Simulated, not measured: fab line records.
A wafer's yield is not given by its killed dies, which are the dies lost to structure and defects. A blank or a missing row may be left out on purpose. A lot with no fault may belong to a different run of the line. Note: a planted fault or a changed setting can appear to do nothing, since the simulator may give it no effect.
Struck lot and sound lot, side by side || flow sky130 || 16 steps out of a route of 708
Sound: wafers L236.4, L236.5, L236.6. The struck wafers were L223.3, L223.4, L223.6. The cause comes at the end.
At each step with rows: each side's tool, then ch and its chambers, then its first start. Under that, the readings that differ: sound wafers || struck wafers || difference of the means || sigmas: that difference in standard deviations of wafers without a fault.
alike: readings with means less than 2 such deviations apart, plus words and numbers identical on both sides. not compared: withheld readings, readings lacking a value on some wafer, bounds such as >300 that could conceal the same value, and numbers that have no deviation in the record and whose values overlap.
Wherever a step has rows on one side only, a row that says differs or no value, or a row with sigmas, the two part there. Numbers that have no deviation but don't overlap get no sigmas and don't part them. Lack of a reading on every wafer of one side parts them only where that side has two or more wafers.

first, 8 steps without rows for these wafers: SKY_METAL1_DEHYDRATE_07 (time 60 s); SKY_METAL1_HMDS_08 (prime time 60 s); SKY_METAL1_COAT_09 (resist thk 60 nm); SKY_METAL1_COAT_10 (resist thk 450 nm); SKY_METAL1_SOFTBAKE_11 (time 90 s); SKY_METAL1_EXPOSE_12 (exposes mask MM1, target cd 140 nm); SKY_METAL1_PEB_13; SKY_METAL1_DEVELOP_14 (develop time 60 s).
SKY_METAL1_CD_MEAS_15 targets a cd of 140 nm.
  sound: cdSem-02 at day 38 23:19; struck: cdSem-02 at day 35 09:39
  alike: cdNm
SKY_METAL1_OVL_MEAS_16:
  sound: overlay-01 at day 38 23:24; struck: overlay-02 at day 35 09:44
  alike: METAL1_OVL
SKY_METAL1_DESCUM_17: chemistry O2, time 8 s.
  sound on rieMetal-01 ch 0,1, day 38 23:26; struck on rieMetal-03 ch 0,1, day 35 09:47
  alike: drypumpMotorCurrentA, oesProductAu
  not compared: rfHoursCounterH
SKY_METAL1_ETCH_18: etches BARC in N2/H2, stops on SiO2, time 45.9 s, target depth 60 nm.
  sound on rieMetal-01 ch 0,1, day 38 23:28; struck on rieMetal-03 ch 0,1, day 35 09:49
  alike: biasW, chamberPressureMTorr, drypumpMotorCurrentA, h2FlowSccm, oesProductAu, throttleValvePct
  not compared: rfHoursCounterH
SKY_METAL1_METAL_ETCH_19: etches the open film in Cl2/BCl3, stops on SiO2, target depth 360 nm, time 78 s.
  sound on rieMetal-01 ch 0,1, day 38 23:32; struck on rieMetal-03 ch 0,1, day 35 09:53
  no value came back on the struck wafers for any of 7 readings (bcl3FlowSccm (sccm), biasW (W) and others); on the sound wafers bcl3FlowSccm (sccm) reads 30.13 30.02 29.93
{"reading": "model.KrF-thick_of_METAL1_COAT_10.thkNm (nm)", "sound": "155.8 154.7 157.2", "struck": "393.2 391.4 392.2", "difference": "+236.4", "sigmas": ""}
{"reading": "model.SiO2_of_CONTACT_HDPCVD_02.thkNm (nm)", "sound": "325.3 324.9 325.9", "struck": "335.5 335.6 335.1", "difference": "+10.0", "sigmas": ""}
  not compared: rfHoursCounterH
SKY_METAL1_STRIP_20: strips in O2/N2.
  sound on plasmaAsher-02 ch 0,1, day 38 23:38; struck on plasmaAsher-02 ch 0,1, day 35 09:59
{"reading": "oesProductAu (a.u.)", "sound": "0.333 0.340 0.348", "struck": "0.447 0.438 0.447", "difference": "+0.104", "sigmas": "+22"}
{"reading": "stripTimeToEndpointS (s)", "sound": "2.66 2.64 2.67", "struck": "5.20 5.17 5.19", "difference": "+2.53", "sigmas": "+70"}
  alike: drypumpMotorCurrentA
  not compared: rfHoursCounterH
then, 1 step without rows for these wafers: SKY_METAL1_STRIP_21 (strips in post etch residue remover, time 1200 s).
-- the record jumps here: 12 days lie between the struck wafers' starts before and after (it left off in module METAL1 and takes up again in module PAD_OPEN, whose first step shown is number 708 of the route) --
SKY_PAD_OPEN_PROBE_99:
  only the struck wafers here have rows in the record (prober-01, day 47 19:07); the sound ones have none

== WHERE THEY PART ==
Last at SKY_PAD_OPEN_PROBE_99 as far as this record goes, first at SKY_METAL1_METAL_ETCH_19.

WHY: what the simulator had put in
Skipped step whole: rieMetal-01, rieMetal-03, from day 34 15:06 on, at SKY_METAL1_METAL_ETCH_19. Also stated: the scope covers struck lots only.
